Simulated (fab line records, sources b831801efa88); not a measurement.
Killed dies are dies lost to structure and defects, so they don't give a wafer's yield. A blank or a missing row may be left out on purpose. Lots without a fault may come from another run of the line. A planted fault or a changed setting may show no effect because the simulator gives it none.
One fault seen from 2 desks | flow sky130 | each desk has only its own numbers; what lay behind them comes last

THE METROLOGY DESK
What the gauges read, lot by lot, whatever tool the lot ran on: means of the sampled wafers that have a number. A lot is out of limits, marked OUT, if its mean lies more than 4 standard deviations from the usual mean; the brackets give that distance.
Columns: A = INCOMING_BOW at SKY_FIELD_ISO_BOW_MEAS_00, usual -1 um; B = cd_nm at SKY_SONOS_ONO_CD_MEAS_13, usual 410.0 nm
lot  | first seen here | A  | B
L954 | day 1 10:01     | -2 | 411.8
L958 | day 2 06:00     | -5 | 412.7
L959 | day 2 11:00     | 6  | 411.9
L961 | day 2 21:00     | -1 | 409.8
L962 | day 3 02:00     | 2  | 404.0
L963 | day 3 07:05     | -2 | 395.8 (-6.8) OUT
L964 | day 3 12:02     | -3 | 396.5 (-6.5) OUT
L971 | day 4 23:00     | -4 | 406.0
L973 | day 5 09:01     | 2  | 409.9
L974 | day 5 14:01     | 2  | 407.7
L975 | day 5 19:01     | 5  | 411.2
L977 | day 6 05:00     | -5 | 410.6
This desk's finding: out of limits on L963, L964; first on L963, day 16 00:56 (cd_nm at SKY_SONOS_ONO_CD_MEAS_13). In limits: L954, L958, L959, L961, L962, L971, L973, L974, L975, L977.

THE TOOL OWNER'S DESK: iline_stepper-02
The tool's own readings at SKY_SONOS_ONO_EXPOSE_10 (exposes mask ONOM, target cd 410 nm): means of the sampled wafers that have a number, for each lot that ran on this tool. A lot is out of limits, marked OUT, if its mean lies more than 4 standard deviations from the usual mean; the brackets give that distance.
Columns: A = exposure_dose_mJ_cm2 at SKY_SONOS_ONO_EXPOSE_10, usual 149.96
lot  | first seen here | A
L954 | day 12 19:19    | 150.01
L958 | day 13 22:10    | 150.14
L959 | day 14 06:01    | 149.81
L961 | day 15 00:29    | 149.92
L962 | day 15 01:01    | 149.92
L963 | day 15 11:42    | 149.90
L964 | day 16 02:20    | 149.94
L975 | day 19 17:31    | 149.85
This desk's finding: nothing out of limits on any of the 8 lots.

PUT TOGETHER
The metrology desk could have raised an alarm at day 16 00:56, on L963, L964.
The tool owner's desk saw nothing out of limits.
The tool owner's desk has L963, L964 on record, within its limits.
Of the lots named, all ran SKY_SONOS_ONO_EXPOSE_10 on iline_stepper-02.

WHAT THE SIMULATOR HAD PUT IN
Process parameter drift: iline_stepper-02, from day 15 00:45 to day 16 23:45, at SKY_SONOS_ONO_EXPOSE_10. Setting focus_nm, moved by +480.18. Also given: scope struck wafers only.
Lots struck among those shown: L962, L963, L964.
Hours from the fault's start to each desk's first reading out of limits: the metrology desk, 24.
